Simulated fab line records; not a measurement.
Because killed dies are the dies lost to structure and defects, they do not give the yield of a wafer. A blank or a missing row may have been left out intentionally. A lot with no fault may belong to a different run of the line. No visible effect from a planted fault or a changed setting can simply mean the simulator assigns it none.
Which tool is to blame?    flow gf180mcu    13 lots with 39 wafers sampled at 5 steps, on a route of 602 steps

## WHAT THE GAUGES READ, wafer by wafer
GF_MVSD_TW_MEAS_11.
lot   measured      on             MVSD_TW
L240  day 4 17:05   film metro-04  1586 1586 1574
L244  day 5 14:28   film metro-04  1589 1610 1595
L245  day 5 22:16   film metro-03  1595 1593 1586
L246  day 6 03:16   film metro-01  1689 1692 1692
L247  day 6 08:40   film metro-04  1705 1693 1693
L248  day 6 15:56   film metro-04  1693 1706 1697
L252  day 7 15:36   film metro-01  1602 1595 1586
L254  day 8 02:23   film metro-04  1586 1603 1596
L258  day 9 01:35   film metro-03  1580 1580 1584
L259  day 9 06:47   film metro-01  1589 1589 1588
L260  day 9 10:13   film metro-03  1597 1583 1584
L261  day 9 21:58   film metro-04  1587 1584 1585
L262  day 10 05:00  film metro-01  1580 1588 1578

GF_VT_IMPLANT_RS_MEAS_46: uses a four-point probe to measure.
lot   measured      on             MVSD_RS (ohm/sq)
L240  day 7 20:14   film metro-04  455.0 456.0 456.6
L244  day 8 21:59   film metro-03  456.4 456.6 456.8
L245  day 9 05:02   film metro-03  456.7 456.0 457.8
L246  day 9 12:14   film metro-03  409.7 409.7 408.7
L247  day 9 16:47   film metro-04  410.0 410.1 409.9
L248  day 10 00:34  film metro-04  407.9 408.3 408.3
L252  day 11 06:13  film metro-03  456.1 455.7 453.9
L254  day 11 17:29  film metro-03  456.0 455.1 455.2
L258  day 12 22:25  film metro-01  457.3 458.5 458.5
L259  day 13 05:56  film metro-03  456.2 456.9 456.5
L260  day 13 07:44  film metro-03  455.3 455.5 455.0
L261  day 13 23:59  film metro-03  459.0 458.8 459.3
L262  day 14 05:30  film metro-04  457.8 457.3 457.9

GF_SAB_OVL_MEAS_10.
lot   measured      on          SAB_OVL (nm)
L240  day 15 12:49  overlay-01  -1.1 0.1 -1.0
L244  day 16 22:36  overlay-01  2.5 0.6 1.7
L245  day 17 12:22  overlay-01  -2.9 -1.4 -0.6
L246  day 17 15:48  overlay-01  -0.5 0.1 -0.5
L247  day 17 20:03  overlay-02  -1.1 -0.3 -2.7
L248  day 18 06:37  overlay-02  -0.7 0.9 -0.6
L252  day 19 22:45  overlay-01  0.2 1.2 -1.4
L254  day 20 12:50  overlay-01  1.7 -0.1 1.1
L258  day 21 23:39  overlay-01  -0.4 -2.0 0.1
L259  day 22 08:52  overlay-02  -0.5 1.8 1.3
L260  day 22 13:17  overlay-02  -2.3 -2.5 -1.8
L261  day 23 05:10  overlay-01  0.2 -0.5 0.7
L262  day 23 12:18  overlay-02  -0.4 -2.0 -1.9

GF_M1_OVL_MEAS_15.
lot   measured      on          M1_OVL (nm)
L240  day 17 13:22  overlay-01  -6 -2 1
L244  day 18 23:51  overlay-02  -7 -9 -1
L245  day 19 14:42  overlay-01  -3 -2 -1
L246  day 19 19:42  overlay-02  -9 -9 -1
L247  day 20 00:45  overlay-02  -1 1 -5
L248  day 20 10:31  overlay-02  -2 -4 -7
L252  day 22 02:05  overlay-01  0 -9 2
L254  day 22 14:34  overlay-02  -2 -5 0
L258  day 24 00:52  overlay-01  -7 3 -7
L259  day 24 09:16  overlay-01  -11 1 -6
L260  day 24 13:54  overlay-02  5 -5 2
L261  day 25 04:51  overlay-02  -6 0 -5
L262  day 25 11:36  overlay-02  3 -7 -4

## WHICH TOOL RAN EACH LOT (tool, then ch and the chambers of the sampled wafers, then the start)
lot   GF_MVSD_IMPLANT_08
L240  implanter-04 ch 0, day 4 16:41
L244  implanter-03 ch 0, day 5 14:04
L245  implanter-03 ch 0, day 5 21:52
L246  implanter-03 ch 0, day 6 02:52
L247  implanter-03 ch 0, day 6 08:16
L248  implanter-03 ch 0, day 6 15:33
L252  implanter-04 ch 0, day 7 15:13
L254  implanter-04 ch 0, day 8 01:59
L258  implanter-03 ch 0, day 9 01:11
L259  implanter-04 ch 0, day 9 06:25
L260  implanter-03 ch 0, day 9 09:49
L261  implanter-04 ch 0, day 9 21:34
L262  implanter-01 ch 0, day 10 04:37
- GF_MVSD_IMPLANT_08

## AS READ BY THE TOOLS THEMSELVES (means over the sampled wafers that have a number; for cases with no such wafer, the mark the record gives instead)
GF_MVSD_IMPLANT_08.
lot   tool          beam on s (s)  end station pressure torr (Torr)  faraday current uA
L240  implanter-04  9.95           5.10e-06                          90.7
L244  implanter-03  10.08          5.26e-06                          89.7
L245  implanter-03  9.83           4.91e-06                          91.8
L246  implanter-03  12.68          1.04e-04                          72.0
L247  implanter-03  12.28          1.08e-04                          74.2
L248  implanter-03  12.33          1.08e-04                          73.8
L252  implanter-04  10.03          5.01e-06                          90.1
L254  implanter-04  9.99           4.82e-06                          90.3
L258  implanter-03  9.98           5.07e-06                          90.4
L259  implanter-04  10.05          5.20e-06                          89.8
L260  implanter-03  10.07          5.09e-06                          89.3
L261  implanter-04  9.95           5.00e-06                          90.5
L262  implanter-01  10.13          4.99e-06                          89.1

## THE ANSWER, worked out from the rows above alone
Rule: the lots themselves supply what counts as usual. Put in order of their means at a reading, lots are off if they are a third of the lots or fewer, leave a main group of 4 or more, and stand apart from it by a gap of 3 or more times the standard deviation of the main group's means; of several such gaps the widest counts. If all means in a main group match to the digits the tables above print for the reading, that group is not used. A lot without any number at a reading at which 4 lots or more have one is off too. The other lots that the step has rows for count as sound. Order of review: gauges by route order, followed by the tools' own readings, for which a lot's mean as printed above is used. The first step at which some lot is off is used, and at that step the reading that is off furthest; a lot without a number counts as furthest.
Off: at GF_MVSD_TW_MEAS_11 (MVSD_TW), L246, L247, L248. The main group has a mean of 1589 with a standard deviation of 5.7.
A tool fits if, at a process step before that reading, it ran every lot that is off, and no sound lot after the first of them. The gauges at GF_MVSD_TW_MEAS_11 aren't tried: what is off there is off at GF_MVSD_IMPLANT_08 too, on other tools, and a gauge's error can't cause that. Of those tried, none fits.

## WHAT THE SIMULATOR HAD INSERTED
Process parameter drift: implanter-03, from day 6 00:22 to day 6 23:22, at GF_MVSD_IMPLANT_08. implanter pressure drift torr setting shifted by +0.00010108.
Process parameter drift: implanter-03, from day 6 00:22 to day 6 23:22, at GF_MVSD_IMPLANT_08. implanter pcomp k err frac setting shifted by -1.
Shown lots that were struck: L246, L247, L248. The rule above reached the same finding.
